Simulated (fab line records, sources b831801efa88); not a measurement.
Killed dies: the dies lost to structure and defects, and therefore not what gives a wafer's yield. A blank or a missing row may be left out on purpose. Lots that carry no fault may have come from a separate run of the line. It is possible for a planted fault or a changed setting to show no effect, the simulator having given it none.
Which tool was responsible?	flow sky130	72 wafers from 24 lots sampled at 4 of the route's 708 steps

## WHAT THE GAUGES READ, wafer by wafer
SKY_CONTACT_RS_MEAS_25: the measuring method here is four-point-probe.
lot	measured	on	CONTACT_W_RS (ohm/sq)
L074	day 31 16:56	film-metro-04	0.336 0.339 0.337
L075	day 32 13:46	film-metro-04	0.340 0.339 0.343
L076	day 32 20:13	film-metro-04	0.329 0.331 0.329
L077	day 32 22:58	film-metro-04	0.345 0.344 0.346
L078	day 33 06:49	film-metro-04	0.335 0.338 0.338
L079	day 33 16:44	film-metro-04	0.332 0.328 0.333
L080	day 33 19:55	film-metro-04	0.339 0.340 0.336
L081	day 34 06:44	film-metro-03	0.337 0.338 0.334
L082	day 34 19:48	film-metro-03	0.342 0.345 0.344
L083	day 34 20:52	film-metro-03	0.338 0.344 0.342
L084	day 35 04:25	film-metro-01	0.341 0.345 0.335
L085	day 35 14:25	film-metro-03	0.347 0.341 0.346
L086	day 35 21:22	film-metro-03	0.343 0.343 0.337
L087	day 36 03:02	film-metro-04	0.342 0.334 0.342
L088	day 36 10:13	film-metro-03	0.348 0.343 0.342
L089	day 36 22:43	film-metro-03	0.337 0.339 0.340
L090	day 37 02:13	film-metro-03	0.339 0.341 0.340
L091	day 37 07:11	film-metro-04	0.336 0.341 0.339
L092	day 37 12:27	film-metro-03	0.340 0.336 0.335
L093	day 37 16:00	film-metro-03	0.345 0.344 0.344
L094	day 37 23:49	film-metro-04	0.340 0.336 0.346
L095	day 38 05:29	film-metro-04	0.343 0.338 0.343
L096	day 38 10:40	film-metro-01	0.339 0.333 0.330
L097	day 38 20:31	film-metro-04	0.341 0.340 0.339

SKY_METAL2_CD_MEAS_15 targets a cd of 140 nm.
lot	measured	on	cd-nm (nm)
L074	day 35 05:31	cd-sem-01	142.8 141.3 141.7
L075	day 36 01:26	cd-sem-02	141.4 139.6 140.8
L076	day 36 06:49	cd-sem-01	141.5 143.8 144.0
L077	day 36 09:28	cd-sem-02	139.9 138.9 140.1
L078	day 36 16:43	cd-sem-01	141.1 141.2 140.7
L079	day 37 02:44	cd-sem-01	142.4 142.6 142.6
L080	day 37 05:29	cd-sem-01	138.4 138.6 137.8
L081	day 37 17:11	cd-sem-02	141.1 141.9 140.5
L082	day 38 04:35	cd-sem-02	140.0 139.9 141.2
L083	day 38 04:55	cd-sem-02	141.3 142.4 140.9
L084	day 38 12:55	cd-sem-01	141.1 139.1 139.5
L085	day 38 21:37	cd-sem-02	141.4 143.0 141.9
L086	day 39 03:59	cd-sem-02	139.4 141.4 138.4
L087	day 39 10:20	cd-sem-01	139.6 140.2 140.3
L088	day 39 17:55	cd-sem-02	138.6 136.4 138.1
L089	day 40 05:02	cd-sem-02	138.3 139.3 138.8
L090	day 40 08:49	cd-sem-01	140.5 138.1 139.9
L091	day 40 14:56	cd-sem-01	139.7 140.3 139.7
L092	day 40 20:13	cd-sem-02	137.0 137.3 138.1
L093	day 40 22:41	cd-sem-01	139.0 139.1 139.2
L094	day 41 06:16	cd-sem-02	139.3 140.3 137.9
L095	day 41 12:04	cd-sem-02	139.4 139.3 139.9
L096	day 41 18:19	cd-sem-02	140.9 140.3 139.6
L097	day 42 03:19	cd-sem-01	138.8 137.5 139.6

## WHICH TOOL RAN EACH LOT (tool, then ch and the chambers of the sampled wafers, then the start)
lot	SKY_METAL1_ETCH_18	SKY_VIA1_CMP_02
L074	rie-metal-02 ch 0,1, day 32 21:48	cmp-01 ch 0,1,3, day 32 22:43
L075	rie-metal-02 ch 0,1, day 33 16:41	cmp-02 ch 0,1,2, day 33 17:36
L076	rie-metal-02 ch 0,1, day 33 23:27	cmp-02 ch 0,2,3, day 34 00:22
L077	rie-metal-04 ch 0,1, day 34 02:46	cmp-01 ch 0,3, day 34 03:41
L078	rie-metal-04 ch 0,1, day 34 10:33	cmp-01 ch 0,2,3, day 34 11:29
L079	rie-metal-04 ch 1, day 34 20:14	cmp-01 ch 0,1,2, day 34 21:24
L080	rie-metal-02 ch 0,1, day 34 22:57	cmp-01 ch 0,1,3, day 34 23:54
L081	rie-metal-04 ch 0,1, day 35 09:59	cmp-01 ch 0,1,2, day 35 11:04
L082	rie-metal-02 ch 0,1, day 35 22:47	cmp-01 ch 2,3, day 35 23:45
L083	rie-metal-03 ch 0,1, day 35 23:45	cmp-02 ch 0,1,2, day 36 00:44
L084	rie-metal-03 ch 0, day 36 07:24	cmp-01 ch 0,1,3, day 36 08:25
L085	rie-metal-03 ch 0,1, day 36 16:33	cmp-01 ch 1,2,3, day 36 17:34
L086	rie-metal-04 ch 0, day 36 22:39	cmp-02 ch 0,2,3, day 36 23:51
L087	rie-metal-02 ch 0,1, day 37 05:32	cmp-01 ch 1,2,3, day 37 06:37
L088	rie-metal-03 ch 0, day 37 12:31	cmp-02 ch 1,2,3, day 37 13:38
L089	rie-metal-02 ch 0,1, day 38 00:29	cmp-02 ch 0,2,3, day 38 01:25
L090	rie-metal-02 ch 0,1, day 38 03:49	cmp-02 ch 2,3, day 38 04:46
L091	rie-metal-03 ch 0, day 38 09:22	cmp-01 ch 0,2, day 38 10:29
L092	rie-metal-04 ch 0,1, day 38 14:23	cmp-02 ch 0,2,3, day 38 15:19
L093	rie-metal-04 ch 0, day 38 17:27	cmp-01 ch 0,2, day 38 18:22
L094	rie-metal-04 ch 0,1, day 39 01:30	cmp-02 ch 0,1,2, day 39 02:31
L095	rie-metal-02 ch 0,1, day 39 07:09	cmp-01 ch 0,2,3, day 39 08:04
L096	rie-metal-04 ch 0,1, day 39 12:58	cmp-02 ch 1,2,3, day 39 13:58
L097	rie-metal-03 ch 0,1, day 39 22:34	cmp-02 ch 2,3, day 39 23:30
- SKY_METAL1_ETCH_18: etches BARC in N2/H2, stops on SiO2, time 45.9 s, target depth 60 nm.
- SKY_VIA1_CMP_02: polishes SiO2.

## WHAT THE TOOLS THEMSELVES READ (means of the sampled wafers that have a number; where no wafer has one, the mark that the record gives instead)
SKY_METAL1_ETCH_18.
lot	tool	drypump-motor-current-A (A)	oes-product-au (a.u.)	throttle-valve-pct (%)
L074	rie-metal-02	5.6	0.849	13.219
L075	rie-metal-02	6.0	0.855	13.224
L076	rie-metal-02	6.0	0.852	13.238
L077	rie-metal-04	5.3	0.847	13.227
L078	rie-metal-04	5.4	0.852	13.230
L079	rie-metal-04	5.0	0.858	13.229
L080	rie-metal-02	6.0	0.854	13.219
L081	rie-metal-04	5.4	0.848	13.221
L082	rie-metal-02	5.7	0.857	13.226
L083	rie-metal-03	5.4	0.851	13.222
L084	rie-metal-03	5.2	0.850	13.235
L085	rie-metal-03	5.5	0.852	13.220
L086	rie-metal-04	5.6	0.858	13.223
L087	rie-metal-02	5.6	0.860	13.227
L088	rie-metal-03	5.2	0.855	13.233
L089	rie-metal-02	5.6	0.853	13.221
L090	rie-metal-02	5.6	0.860	13.227
L091	rie-metal-03	5.2	0.856	13.235
L092	rie-metal-04	5.4	0.857	13.237
L093	rie-metal-04	5.6	0.853	13.223
L094	rie-metal-04	5.2	0.861	13.222
L095	rie-metal-02	6.0	0.851	13.226
L096	rie-metal-04	5.2	0.854	13.225
L097	rie-metal-03	5.5	0.856	13.225

SKY_VIA1_CMP_02.
lot	tool	motor-current-A (A)
L074	cmp-01	12.8
L075	cmp-02	11.3
L076	cmp-02	11.3
L077	cmp-01	12.5
L078	cmp-01	12.8
L079	cmp-01	12.8
L080	cmp-01	12.9
L081	cmp-01	12.8
L082	cmp-01	13.0
L083	cmp-02	11.3
L084	cmp-01	12.9
L085	cmp-01	12.7
L086	cmp-02	11.1
L087	cmp-01	12.2
L088	cmp-02	11.8
L089	cmp-02	11.1
L090	cmp-02	11.9
L091	cmp-01	12.5
L092	cmp-02	10.9
L093	cmp-01	13.2
L094	cmp-02	11.1
L095	cmp-01	13.0
L096	cmp-02	12.1
L097	cmp-02	12.0

## THE ANSWER, worked out from the rows above alone
Rule: usual is defined by the lots themselves. The widest of any qualifying gaps counts: lots, ordered by their means at a reading, are off when they make up no more than a third of the lots, leave a main group of 4 or more, and stand apart from it by 3 or more times the standard deviation of that group's means. A main group is skipped when, at the precision printed for the reading in the tables above, its means are all equal. Also off: a lot with no number at a reading for which 4 or more lots have one. All remaining lots with rows at the step are treated as sound. First the gauges in route order, then the tools' own readings, where a lot's mean is used as printed above. At the first step where some lot is off, the reading lying furthest off is the one used; lots without a number count as furthest.
No lot is off at any reading shown: from this, nothing can be told.

## WHAT THE SIMULATOR HAD PUT IN
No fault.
